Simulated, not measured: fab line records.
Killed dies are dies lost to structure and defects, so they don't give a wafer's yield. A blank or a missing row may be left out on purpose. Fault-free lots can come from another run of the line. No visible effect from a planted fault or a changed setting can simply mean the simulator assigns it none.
Matching of chambers -- flow sky130 -- cmp-02 running SKY_CONTACT_CMP_04: 4 sister chambers
The step polishes SiO2. 4 wafers are shown with their chamber, then 8 later ones without.

## WAFERS WITH THEIR CHAMBER
wafer,chamber,motor_current_A (A)
L407.4,3,12.6
L407.6,2,11.9
L411.5,1,12.1
L415.2,0,9.9

## WAFERS WITH NO CHAMBER GIVEN
wafer,motor_current_A (A)
L415.4,12.2
L415.6,11.5
L417.1,10.0
L417.4,12.9
L417.5,11.3
L421.1,11.8
L421.2,11.8
L421.5,9.4

## EACH ONE'S CHAMBER
wafer,from the rows above,in truth
L415.4,can't be placed: 1 or 2 or 3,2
L415.6,can't be placed: 2 or 1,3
L417.1,0,0
L417.4,can't be placed: 3 or 1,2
L417.5,can't be placed: 2 or 1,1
L421.1,can't be placed: 2 or 1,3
L421.2,can't be placed: 2 or 1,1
L421.5,0,0
Correct placement for 2 of the 8. Cannot be placed on the basis of these rows: 6; the candidates contain the true chamber in 3. 0 placed wrongly.
How it was worked out, from the rows above alone: a wafer's distance from a chamber is the root of the sum, over the readings, of the square of ((its reading less the chamber's mean) divided by the reading's scatter). If the next closest chamber is less than 2 further off than the closest, the wafer can't be placed; otherwise it belongs to the closest. The mean given for a chamber averages the wafers shown for that chamber. The scatter (one wafer shown for each chamber): square how far every hidden wafer sits from the nearest shown wafer, average those squares and take the square root.
